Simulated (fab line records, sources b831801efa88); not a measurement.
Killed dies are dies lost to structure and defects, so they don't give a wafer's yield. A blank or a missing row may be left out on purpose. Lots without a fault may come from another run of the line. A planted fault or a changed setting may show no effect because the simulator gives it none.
A struck lot beside a sound one | flow sky130 | 18 steps out of a route of 708
Sound: wafers L507.1, L507.2, L507.5. Struck: wafers L494.1, L494.4, L494.5. The cause comes at the end.
At each step with rows: each side's tool, then ch and its chambers, then its first start. Under that, the readings that differ: sound wafers | struck wafers | difference of the means | sigmas: that difference in standard deviations of wafers without a fault.
alike: readings whose means differ by less than 2 such deviations, and words and numbers that are the same on both sides. not compared: withheld readings, readings that some wafer has no value for, bounds like >300 that may hide the same value, and numbers for which the record gives no deviation and whose values overlap.
The two part at a step that has a row with sigmas, a row that says differs or no value, or rows on one side only. Numbers that don't overlap but have no deviation are shown without sigmas and don't part them. A reading that every wafer of one side lacks parts them only if that side has two wafers or more.

first, 6 steps without rows for these wafers: SKY_LDD_N_IMPLANT_10; SKY_LDD_N_IMPLANT_11; SKY_LDD_N_IMPLANT_12; SKY_LDD_N_IMPLANT_13; SKY_LDD_N_IMPLANT_14; SKY_LDD_N_IMPLANT_15.
SKY_LDD_N_STRIP_16: strips in O2/N2.
  sound on plasma_asher-04 ch 0,1, day 23 23:12; struck on plasma_asher-02 ch 0, day 19 02:25
  alike: drypump_motor_current_A, n2_flow_sccm, oes_product_au, strip_time_to_endpoint_s
  not compared: rf_hours_counter_h
SKY_LDD_N_TW_MEAS_17:
  sound on film_metro-01, day 23 23:18; struck on film_metro-01, day 19 02:31
  alike: LDD_N_TW
then, 4 steps without rows for these wafers: SKY_LDD_P_DEHYDRATE_00 (time 60 s); SKY_LDD_P_HMDS_01 (prime time 60 s); SKY_LDD_P_COAT_02 (resist thk 1140 nm); SKY_LDD_P_SOFTBAKE_03 (time 60 s).
SKY_LDD_P_EXPOSE_04: exposes mask PSDM, target cd 380 nm.
  sound on iline_stepper-01 ch 0, day 24 14:28; struck on iline_stepper-01 ch 0, day 19 17:24
  alike: mask
then, 2 steps without rows for these wafers: SKY_LDD_P_PEB_05; SKY_LDD_P_DEVELOP_06 (develop time 60 s).
SKY_LDD_P_CD_MEAS_07: target cd 380 nm.
  sound on cd_sem-02, day 25 04:22; struck on cd_sem-01, day 20 09:28
  reading    | sound             | struck            | difference | sigmas
  cd_nm (nm) | 382.7 383.1 383.8 | 370.4 380.0 371.4 | -9.3       | -4
SKY_LDD_P_OVL_MEAS_08:
  sound on overlay-01, day 25 04:29; struck on overlay-02, day 20 09:35
  alike: LDD_P_OVL
-- the record jumps here: 26 days lie between the struck wafers' starts before and after (it left off in module LDD_P and takes up again in module PAD_OPEN, whose first step shown is number 708 of the route) --
SKY_PAD_OPEN_PROBE_99:
  sound on prober-02, day 49 13:12; struck on prober-02, day 46 13:32
  alike: killed_at_M0_to_M3, killed_at_M4_up, killed_at_contacts, killed_at_front_end, killed_at_other, killed_dies, killed_open, killed_short

WHERE THEY PART
Only at SKY_LDD_P_CD_MEAS_07, within this record. Later steps at which nothing parts them and some readings are alike: SKY_LDD_P_OVL_MEAS_08, SKY_PAD_OPEN_PROBE_99.

WHY: what the simulator had put in
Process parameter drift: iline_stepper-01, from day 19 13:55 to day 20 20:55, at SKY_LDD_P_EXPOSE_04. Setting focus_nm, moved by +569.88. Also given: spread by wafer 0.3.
